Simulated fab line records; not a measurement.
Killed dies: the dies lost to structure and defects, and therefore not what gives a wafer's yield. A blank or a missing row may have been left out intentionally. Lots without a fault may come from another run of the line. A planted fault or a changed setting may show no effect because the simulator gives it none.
Matching of chambers + flow gf180mcu + rieDiel-04 running GF_PASSIVATION_ETCH_11: 4 sister chambers
The step etches the open film in CF4/O2, stops on TiN, target depth 2040 nm, time 453.3 s. 14 wafers are shown with their chamber, then 7 later ones without.

== EACH WAFER AND ITS CHAMBER ==
| wafer  | chamber | drypumpMotorCurrentA (A) | oesProductAu (a.u.) | throttleValvePct (%) |
|--------|---------|--------------------------|---------------------|----------------------|
| L154.1 | 1       | 6.1                      | 0.992               | 5.971                |
| L154.5 | 0       | 5.3                      | 0.987               | 5.971                |
| L154.6 | 3       | 5.0                      | 0.982               | 5.952                |
| L155.4 | 0       | 5.4                      | 0.979               | 5.950                |
| L155.5 | 0       | 5.4                      | 0.981               | 5.949                |
| L155.6 | 3       | 5.0                      | 0.981               | 5.961                |
| L158.3 | 1       | 6.1                      | 0.984               | 5.966                |
| L158.5 | 3       | 5.0                      | 0.985               | 5.953                |
| L158.6 | 0       | 5.4                      | 0.988               | 5.970                |
| L159.2 | 1       | 6.1                      | 0.995               | 5.950                |
| L159.4 | 2       | 6.1                      | 0.989               | 5.971                |
| L159.6 | 1       | 6.1                      | 0.995               | 5.976                |
| L160.2 | 1       | 6.1                      | 0.991               | 5.961                |
| L160.5 | 3       | 5.0                      | 0.991               | 5.972                |

SIGNATURES, as means of the wafers listed above
| reading              | chamber 0 | chamber 1 | chamber 2 | chamber 3 | scatter within a chamber |
|----------------------|-----------|-----------|-----------|-----------|--------------------------|
| drypumpMotorCurrentA | 5.375     | 6.100     | 6.100     | 5.000     | 0.0274                   |
| oesProductAu         | 0.98375   | 0.99140   | 0.98900   | 0.98475   | 0.00448                  |
| throttleValvePct     | 5.96000   | 5.96480   | 5.97100   | 5.95950   | 0.0105                   |
Rule: a wafer's distance from a chamber is the root of the sum, over the readings, of the square of ((its reading less the chamber's mean) divided by the reading's scatter). If the next closest chamber is less than 2 further off than the closest, the wafer can't be placed; otherwise it belongs to the closest. The scatter: the root of (the sum of the squares of (reading less its chamber's mean) over the shown wafers, divided by (wafers less chambers)).

== WAFERS WITHOUT THEIR CHAMBER ==
| wafer  | drypumpMotorCurrentA (A) | oesProductAu (a.u.) | throttleValvePct (%) |
|--------|--------------------------|---------------------|----------------------|
| L160.6 | 5.4                      | 0.989               | 5.991                |
| L169.1 | 5.4                      | 0.984               | 5.977                |
| L169.2 | 5.0                      | 0.997               | 5.975                |
| L169.3 | 6.1                      | 0.986               | 5.966                |
| L177.1 | 5.1                      | 0.981               | 5.969                |
| L177.5 | 6.0                      | 0.993               | 5.946                |
| L177.6 | 5.0                      | 0.987               | 5.979                |

== CHAMBER TAKEN BY EACH ==
| wafer  | from the rows above     | in truth |
|--------|-------------------------|----------|
| L160.6 | 0                       | 0        |
| L169.1 | 0                       | 0        |
| L169.2 | 3                       | 3        |
| L169.3 | can't be placed: 2 or 1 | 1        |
| L177.1 | 3                       | 3        |
| L177.5 | can't be placed: 1 or 2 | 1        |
| L177.6 | 3                       | 3        |
Correctly placed: 5 of 7. Cannot be placed on the basis of these rows: 2; the candidates contain the true chamber in 2. Number placed wrongly: 0.
